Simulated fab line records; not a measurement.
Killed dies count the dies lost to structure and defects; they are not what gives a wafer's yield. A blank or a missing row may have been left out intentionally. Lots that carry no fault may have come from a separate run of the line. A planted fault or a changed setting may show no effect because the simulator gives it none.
fab line records	flow sky130
record lots=6	wafers=18	lastDay=49
route steps=708 shown VIA1@472 METAL2@483 PAD_OPEN@708
lots with no fault: from the same line, run without faults
startH: start of the lot's first displayed wafer, in hours after the record's first day	waitH: hours elapsed since this lot's preceding step	" same as the row above	L1.1+2: one row covering several wafers at once	- value missing, or start not given	* or withheld: withheld	< > ~ a bound
route shown NAME@n: a module of which the file shows steps, and the number in the route of the first	usual: mean and standard deviation over wafers with no fault	same: alike in all rows	chamber/n: place in a boat	sites: readings site by site	_std_site: the values' standard deviation	_edge_site: the outer-site mean with the inner-site mean subtracted	radiusMm: for every site, how far away it sits from the centre of the wafer	mask NAME#n: copy n	behind: the tool/chamber that last shaped the wafer	hold: the reason the lot was held/the length of the hold in hours/how it ended	device: names the non-switching transistor (n, p or np)	end of line: at the end of the route, the tests of the same wafers	for a step that has no rows: nothing shown but its recipe	killed: the dies lost at the first sort to structure and to defects; this is not the yield of the wafer	map: a wafer's dies, marking killed ones x, the rest . and places with no die _
set.NAME: the setting the step ran with; set.NAME@STEP: the setting that earlier step ran with	model.NAME: the simulator's own value behind a step, which no gauge read
lots seen at some steps along the route; tables by step, rows by wafer
services: when a tool's chamber went out of use (startH, in hours from the record's first day, below 0 if earlier), for how many hours, and the reason
## steps
# step SKY_VIA1_ETCH_14
# recipe chemistry=N2/H2	target=BARC	ionEnergyEv=200	sourceW=500	biasW=100	pressureMtorr=30	n2FlowSccm=100	h2FlowSccm=200	stopOn=SiO2	timeS=45.9	targetDepthA=600
# usual drypumpMotorCurrentA=5.5/0.43	oesProductAu=0.855/0.0046	throttleValvePct=13.225/0.0093
lot.wafer	tool	chamber	startH	waitH	drypumpMotorCurrentA	oesProductAu	rfHoursCounterH	throttleValvePct
L745.3	rieDiel-03	1	808.33	0.0	6.0	0.850	12	13.212
L745.5	"	3	"	"	5.5	0.859	-	13.215
L745.6	"	0	"	"	4.7	0.854	-	13.233
L748.1	rieDiel-03	1	835.78	0.0	6.0	0.859	13	13.222
L748.4	"	3	"	"	5.5	0.857	17	13.218
L748.6	"	0	"	"	4.7	0.862	-	13.216
L751.1	rieDiel-02	1	845.50	0.0	5.5	0.853	8	13.232
L751.2	"	2	"	"	4.8	0.855	5	13.228
L751.5	"	1	"	"	5.5	0.857	-	13.214
L758.2	rieDiel-03	1	910.25	0.0	6.0	0.855	15	13.221
L758.5	"	1	"	"	6.0	0.855	-	13.237
L758.6	"	2	"	"	5.3	0.859	-	13.224
L762.1	rieDiel-03	3	934.13	0.0	5.6	0.847	20	13.229
L762.2	"	0	"	"	4.7	0.859	15	13.221
L762.6	"	3	"	"	5.5	0.858	-	13.234
L763.2	rieDiel-02	0	934.70	0.0	5.6	0.859	18	13.223
L763.3	"	1	"	"	5.5	0.853	10	13.227
L763.4	"	2	"	"	4.7	0.859	7	13.245
# step SKY_VIA1_ETCH_15
# recipe target=SiO2	chemistry=C4F8/O2/Ar	targetDepthNm=351	stopOn=TiN	maskMaterial=KrF-thick	sourceW=1500	biasW=1200	pressureMtorr=40	c4f8FlowSccm=withheld	O2_flow_sccm=6	Ar_flow_sccm=300	timeS=54
# usual oesProductAu=0.981/0.0059
lot.wafer	tool	chamber	startH	waitH	oesProductAu	rfHoursCounterH
L745.3	rieDiel-03	1	808.38	0.0	0.990	12
L745.5	"	3	"	"	0.983	-
L745.6	"	0	"	"	0.974	-
L748.1	rieDiel-03	1	835.83	0.0	0.979	13
L748.4	"	3	"	"	0.978	17
L748.6	"	0	"	"	0.985	-
L751.1	rieDiel-02	1	845.55	0.0	0.978	8
L751.2	"	2	"	"	0.980	5
L751.5	"	1	"	"	0.983	-
L758.2	rieDiel-03	1	910.30	0.0	0.987	15
L758.5	"	1	"	"	0.979	-
L758.6	"	2	"	"	0.992	-
L762.1	rieDiel-03	3	934.18	0.0	0.983	20
L762.2	"	0	"	"	0.988	15
L762.6	"	3	"	"	0.981	-
L763.2	rieDiel-02	0	934.75	0.0	0.987	18
L763.3	"	1	"	"	0.983	10
L763.4	"	2	"	"	0.982	7
# step SKY_VIA1_STRIP_16
# recipe chemistry=O2/N2	powerW=1400	pressureMtorr=1500	platenTempC=withheld	o2FlowSccm=3000	n2FlowSccm=300	overashFraction=0.5
# step SKY_VIA1_STRIP_17
# recipe chemistry=postEtchResidueRemover	timeS=1200	tempC=72.5
# step SKY_VIA1_CLEAN_18
# recipe chemistry=IPA	timeS=180	tempC=25
# step SKY_VIA1_CLEAN_19
# recipe chemistry=O3/DIW	dry=n2Spin
# step SKY_VIA1_SPUTTER_20
# recipe material=TiN	targetThkNm=20	chamberPressurePa=5	powerW=4000	timeS=80
# usual cathodeDcPowerW=4000.0/0.78	throttleValvePct=30.0/0.93
lot.wafer	tool	chamber	startH	waitH	cathodeDcPowerW	throttleValvePct
L745.3	pvdSputter-01	-	809.06	0.0	3999.3	28.7
L745.5	"	-	"	"	3999.5	30.3
L745.6	"	-	"	"	4000.6	28.6
L748.1	pvdSputter-02	-	836.49	0.0	4000.7	29.0
L748.4	"	-	"	"	3999.2	29.6
L748.6	"	-	"	"	3999.6	29.6
L751.1	pvdSputter-01	-	846.26	0.0	4001.1	32.0
L751.2	"	-	"	"	4001.7	29.5
L751.5	"	-	"	"	4000.3	29.0
L758.2	pvdSputter-01	-	910.94	0.0	4000.3	30.3
L758.5	"	-	"	"	4000.2	28.7
L758.6	"	-	"	"	3999.7	32.0
L762.1	pvdSputter-04	-	934.85	0.0	4001.5	31.1
L762.2	"	-	"	"	3998.8	29.3
L762.6	"	-	"	"	3999.9	29.7
L763.2	pvdSputter-01	-	935.42	0.0	4001.1	30.2
L763.3	"	-	"	"	4000.2	28.7
L763.4	"	-	"	"	4000.4	29.4
# step SKY_VIA1_CVD_21
# recipe material=W	targetThkNm=270	timeS=80.902	tempC=400	pressureTorr=40
# step SKY_VIA1_RS_MEAS_22
# recipe thkMeasGauge=four-point-probe	reads=W_of_VIA1_CVD_21+TiN_of_VIA1_SPUTTER_20
# usual VIA1_W_RS=0.429/0.0055
lot.wafer	tool	chamber	startH	waitH	VIA1_W_RS[ohm/sq]
L745.3	filmMetro-02	-	809.25	0.1	0.425
L745.5	"	-	"	"	0.429
L745.6	"	-	"	"	0.425
L748.1	filmMetro-02	-	836.65	0.1	0.434
L748.4	"	-	"	"	0.434
L748.6	"	-	"	"	0.423
L751.1	filmMetro-02	-	846.41	0.1	0.439
L751.2	"	-	"	"	0.427
L751.5	"	-	"	"	0.430
L758.2	filmMetro-01	-	911.11	0.1	0.433
L758.5	"	-	"	"	0.429
L758.6	"	-	"	"	0.433
L762.1	filmMetro-01	-	935.00	0.1	0.433
L762.2	"	-	"	"	0.420
L762.6	"	-	"	"	0.427
L763.2	filmMetro-01	-	935.69	0.1	0.439
L763.3	"	-	"	"	0.436
L763.4	"	-	"	"	0.436
# step SKY_VIA1_THK_MEAS_23
# recipe thkMeasGauge=xrf	reads=W_of_VIA1_CVD_21
# usual VIA1_W_THK=272/3.6
lot.wafer	tool	chamber	startH	waitH	VIA1_W_THK[nm]
L745.3	filmMetro-02	-	809.35	0.1	273
L745.5	"	-	"	"	273
L745.6	"	-	"	"	275
L748.1	filmMetro-02	-	836.77	0.1	273
L748.4	"	-	"	"	271
L748.6	"	-	"	"	277
L751.1	filmMetro-02	-	846.53	0.1	269
L751.2	"	-	"	"	275
L751.5	"	-	"	"	275
L758.2	filmMetro-01	-	911.22	0.1	267
L758.5	"	-	"	"	270
L758.6	"	-	"	"	267
L762.1	filmMetro-01	-	935.12	0.1	270
L762.2	"	-	"	"	276
L762.6	"	-	"	"	273
L763.2	filmMetro-01	-	935.80	0.1	265
L763.3	"	-	"	"	267
L763.4	"	-	"	"	267
# step SKY_VIA1_CMP_24
# recipe stopOn=SiO2	tOverpolishS=15	downForcePsi=3.5	platenRpm=60	targetThkNm=0	padVelocityMS=0.94248
# usual motorCurrentA=11.5/1.1	overpolishRunS=14.999/0.0094	timeToEndpointS=66/3
lot.wafer	tool	chamber	startH	waitH	motorCurrentA	overpolishRunS	timeToEndpointS
L745.3	cmp-01	2	809.54	0.2	12.6	14.999	64
L745.6	"	3	"	"	10.4	14.996	68
L745.5	"	0	"	"	9.9	15.012	72
L748.1	cmp-01	0	836.83	0.1	9.9	14.991	71
L748.4	"	2	"	"	11.4	14.970	64
L748.6	"	1	"	"	12.0	14.994	71
L751.2	cmp-01	0	846.59	0.0	9.8	14.999	70
L751.1	"	1	"	"	12.2	15.006	68
L751.5	"	1	"	"	11.7	15.011	69
L758.2	cmp-01	3	911.27	0.0	10.4	15.002	66
L758.5	"	3	"	"	10.6	15.000	67
L758.6	"	0	"	"	10.1	15.003	69
L762.1	cmp-01	0	935.18	0.1	9.6	15.017	64
L762.2	"	3	"	"	10.6	15.000	62
L762.6	"	1	"	"	12.0	15.011	62
L763.2	cmp-02	0	935.85	0.0	13.2	15.001	68
L763.3	"	1	"	"	11.5	14.996	66
L763.4	"	3	"	"	12.7	14.998	67
# step SKY_METAL2_SPUTTER_00
# recipe material=Ti	targetThkNm=15	powerW=3000	timeS=10	chamberPressurePa=0.4
# step SKY_METAL2_SPUTTER_01
# recipe material=TiN	targetThkNm=20	powerW=6500	timeS=16.7	chamberPressurePa=0.4
# usual cathodeDcPowerW=6499.9/1.1	throttleValvePct=29.8/1.3
lot.wafer	tool	chamber	startH	waitH	cathodeDcPowerW	throttleValvePct	model.TiN_of_METAL2_SPUTTER_01.thkNm
L745.3	pvdSputter-01	-	809.71	0.0	6499.5	29.4	20.1
L745.5	"	-	"	"	6500.2	30.3	19.81
L745.6	"	-	"	"	6500.8	29.3	19.84
L748.1	pvdSputter-03	-	837.15	0.0	7091.3	30.1	21.71
L748.4	"	-	"	"	7089.3	32.2	21.91
L748.6	"	-	"	"	7089.1	32.1	21.99
L751.1	pvdSputter-03	-	846.91	0.0	7090.5	30.3	21.7
L751.2	"	-	"	"	7091.3	27.7	21.89
L751.5	"	-	"	"	7091.1	30.6	21.78
L758.2	pvdSputter-01	-	911.60	0.0	6498.9	32.0	20.25
L758.5	"	-	"	"	6499.9	29.7	20.06
L758.6	"	-	"	"	6498.0	32.0	20.38
L762.1	pvdSputter-03	-	935.50	0.0	6499.0	30.1	20.22
L762.2	"	-	"	"	6501.2	28.0	20.15
L762.6	"	-	"	"	6501.1	30.3	20.09
L763.2	pvdSputter-03	-	936.17	0.0	6500.3	27.8	19.88
L763.3	"	-	"	"	6498.6	28.2	20.04
L763.4	"	-	"	"	6499.1	28.3	19.94
# step SKY_METAL2_SPUTTER_02
# recipe material=AlCu	targetThkNm=250	powerW=10600	timeS=13.3	chamberPressurePa=0.4
# usual cathodeDcPowerW=10600/1.9	throttleValvePct=29.9/1.4
lot.wafer	tool	chamber	startH	waitH	cathodeDcPowerW	throttleValvePct
L745.3	pvdSputter-01	-	809.74	0.0	10601	29.4
L745.5	"	-	"	"	10600	30.1
L745.6	"	-	"	"	10600	29.8
L748.1	pvdSputter-03	-	837.17	0.0	10598	30.0
L748.4	"	-	"	"	10598	32.4
L748.6	"	-	"	"	10602	32.2
L751.1	pvdSputter-03	-	846.94	0.0	10601	30.5
L751.2	"	-	"	"	10598	27.8
L751.5	"	-	"	"	10599	30.2
L758.2	pvdSputter-01	-	911.62	0.0	10601	32.1
L758.5	"	-	"	"	10602	29.6
L758.6	"	-	"	"	10599	31.7
L762.1	pvdSputter-03	-	935.53	0.0	10603	29.9
L762.2	"	-	"	"	10601	28.0
L762.6	"	-	"	"	10598	30.2
L763.2	pvdSputter-03	-	936.20	0.0	10603	27.8
L763.3	"	-	"	"	10598	28.0
L763.4	"	-	"	"	10597	27.4
# step SKY_PAD_OPEN_PROBE_99
# usual defectLimitedYield=82.8/1.9	killed_at_M0_to_M3=43/7.3	killed_at_M4_up=3.6/1.9	killedAtContacts=23/5.3	killedAtFrontEnd=15/4.5	killedAtOther=0.3/0.72	killedDies=85/9.4	killedOpen=46/6.7	killedShort=38/6.8	sort_bin_3_pad_short=0.8/0.36	sort_bin_5_function=10.1/1.3	sort_bin_6_memory=6.3/1.2	sortNPass=407/9.4	sortYieldPct=82.8/1.9
# same grossDies=492	killedAtBackSide=0	sort_bin_4_leakage[%]=0	sort_bin_8_speed[%]=0
lot.wafer	tool	chamber	startH	waitH	defectLimitedYield[%]	killed_at_M0_to_M3	killed_at_M4_up	killedAtContacts	killedAtFrontEnd	killedAtOther	killedDies	killedOpen	killedShort	sort_bin_3_pad_short[%]	sort_bin_5_function[%]	sort_bin_6_memory[%]	sortNPass	sortYieldPct[%]
L745.3	prober-02	-	1088.09	0.2	83.1	44	5	20	14	0	83	49	34	0.8	10.2	5.9	409	83.1
L745.5	prober-02	-	1088.19	0.2	83.1	37	5	23	18	0	83	54	29	0.8	10.2	5.9	409	83.1
L745.6	prober-02	-	1088.24	0.2	78.7	57	4	23	21	0	105	56	49	0.2	14.0	7.1	387	78.7
L748.1	prober-01	-	1109.87	0.1	79.7	60	2	24	13	1	100	56	44	1.0	12.2	7.1	392	79.7
L748.4	prober-01	-	1110.02	0.2	84.8	36	3	23	13	0	75	36	39	0.8	9.3	5.1	417	84.8
L748.6	prober-01	-	1110.12	0.2	82.1	41	1	26	20	0	88	49	39	1.0	11.0	5.9	404	82.1
L758.2	prober-01	-	1166.11	0.1	80.1	51	2	23	22	0	98	53	45	0.8	12.0	7.1	394	80.1
L762.1	prober-02	-	1180.41	0.1	83.5	38	3	30	10	0	81	46	35	0.6	10.2	5.7	411	83.5
L762.2	prober-02	-	1180.46	0.1	80.1	55	7	22	14	0	98	54	44	0.6	11.8	7.5	394	80.1
L762.6	prober-02	-	1180.66	0.2	82.9	41	3	26	14	0	84	45	39	1.0	11.0	5.1	408	82.9
# killed by level:class
L745.3 CONTACT:geometricParticle:open=8 VIA1:geometricParticle:open=8 LI_CONTACT:geometricParticle:open=7 VIA2:geometricParticle:short=7 VIA3:geometricParticle:open=6 VIA2:geometricParticle:open=6 METAL1:geometricParticle:short=5 FIELD_ISO:geometricParticle:open=4
L745.5 LI_CONTACT:geometricParticle:open=9 VIA2:geometricParticle:open=9 CONTACT:geometricParticle:open=8 VIA1:geometricParticle:open=7 METAL2:geometricParticle:short=6 FIELD_ISO:geometricParticle:open=4 FIELD_ISO:geometricParticle:short=4 POLY_GATE:geometricParticle:open=4
L745.6 VIA1:geometricParticle:open=19 FIELD_ISO:geometricParticle:short=12 LI_CONTACT:geometricParticle:open=9 METAL1:geometricParticle:short=7 VIA2:geometricParticle:open=7 VIA1:geometricParticle:short=6 VIA3:geometricParticle:short=5 VIA3:geometricParticle:open=5
L748.1 VIA1:geometricParticle:open=16 VIA1:geometricParticle:short=11 CONTACT:geometricParticle:open=9 VIA2:geometricParticle:open=8 METAL1:geometricParticle:short=7 LI_CONTACT:geometricParticle:open=6 VIA3:geometricParticle:open=6 LOCAL_INTERCONNECT:geometricParticle:short=5
L748.4 VIA1:geometricParticle:open=8 CONTACT:geometricParticle:short=7 CONTACT:geometricParticle:open=7 METAL2:geometricParticle:short=6 VIA2:geometricParticle:open=5 FIELD_ISO:geometricParticle:short=4 LI_CONTACT:geometricParticle:open=4 LOCAL_INTERCONNECT:geometricParticle:short=4
L748.6 CONTACT:geometricParticle:open=9 VIA3:geometricParticle:open=8 LI_CONTACT:geometricParticle:open=6 POLY_GATE:geometricParticle:open=6 LOCAL_INTERCONNECT:geometricParticle:short=6 METAL1:geometricParticle:short=6 VIA2:geometricParticle:open=6 FIELD_ISO:geometricParticle:open=5
L758.2 METAL1:geometricParticle:short=13 CONTACT:geometricParticle:open=11 VIA1:geometricParticle:open=10 FIELD_ISO:geometricParticle:open=6 VIA2:geometricParticle:open=6 VIA3:geometricParticle:open=6 CONTACT:geometricParticle:short=5 VIA1:geometricParticle:short=5
L762.1 LI_CONTACT:geometricParticle:open=11 VIA1:geometricParticle:short=9 VIA1:geometricParticle:open=8 CONTACT:geometricParticle:open=7 VIA3:geometricParticle:open=6 CONTACT:geometricParticle:short=4 METAL1:geometricParticle:short=4 METAL2:geometricParticle:short=4
L762.2 METAL1:geometricParticle:short=9 CONTACT:geometricParticle:open=9 VIA1:geometricParticle:open=9 VIA2:geometricParticle:open=8 POLY_GATE:geometricParticle:open=6 LI_CONTACT:geometricParticle:open=5 VIA1:geometricParticle:short=5 METAL2:geometricParticle:short=4
L762.6 CONTACT:geometricParticle:open=12 VIA2:geometricParticle:open=8 METAL1:geometricParticle:short=6 VIA1:geometricParticle:open=6 CONTACT:geometricParticle:short=5 VIA1:geometricParticle:short=5 POLY_GATE:geometricParticle:open=4 LI_CONTACT:geometricParticle:open=4
## services
tool	chamber	startH	hours	kind
cmp-02	-	784.96	0.7	repair
pvdSputter-03	-	785.63	3.2	repair
pvdSputter-03	-	787.59	6.3	repair
pvdSputter-01	-	822.80	1.7	repair
cmp-01	-	823.52	1.5	repair
cmp-01	-	827.18	5.9	pm
pvdSputter-04	-	829.44	5.4	repair
cmp-02	-	830.92	0.2	repair
cmp-02	-	840.00	6.9	pm
cmp-02	-	858.30	3.0	pm
cmp-01	-	861.34	4.4	pm
pvdSputter-03	-	862.96	6.4	repair
rieDiel-03	0	863.99	7.5	repair
rieDiel-03	2	878.40	2.6	repair
cmp-02	-	878.64	1.5	repair
pvdSputter-01	-	890.55	2.6	repair
cmp-01	-	900.26	4.1	repair
rieDiel-03	0	909.05	11.0	repair
pvdSputter-03	-	910.96	2.9	repair
cmp-02	-	912.38	4.0	pm
pvdSputter-03	1	923.54	-	consumableReplace:kit
cmp-02	-	927.96	0.9	repair
rieDiel-03	2	933.68	50.7	repair
pvdSputter-02	-	934.79	2.4	repair
## key
firstSign step=SKY_METAL2_SPUTTER_01	reading=cathodeDcPowerW	direction=up	sigmas=99+	usual=6499.9	struck=7090.4
effect none on later readings
modelEffect step=SKY_METAL2_SPUTTER_01	value=TiN_of_METAL2_SPUTTER_01.thkNm	without=20.01	struck=21.83
metAt SKY_METAL2_SPUTTER_01
struckWafers L748.1,L748.4,L748.6,L751.1,L751.2,L751.5
fault kind=processParameterDrift	tool=pvdSputter-03	chamber=-	onsetH=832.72	steps=SKY_METAL2_SPUTTER_01	channel=powerW	offset=*	shape=step	endH=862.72	actsIn=*	stated=*
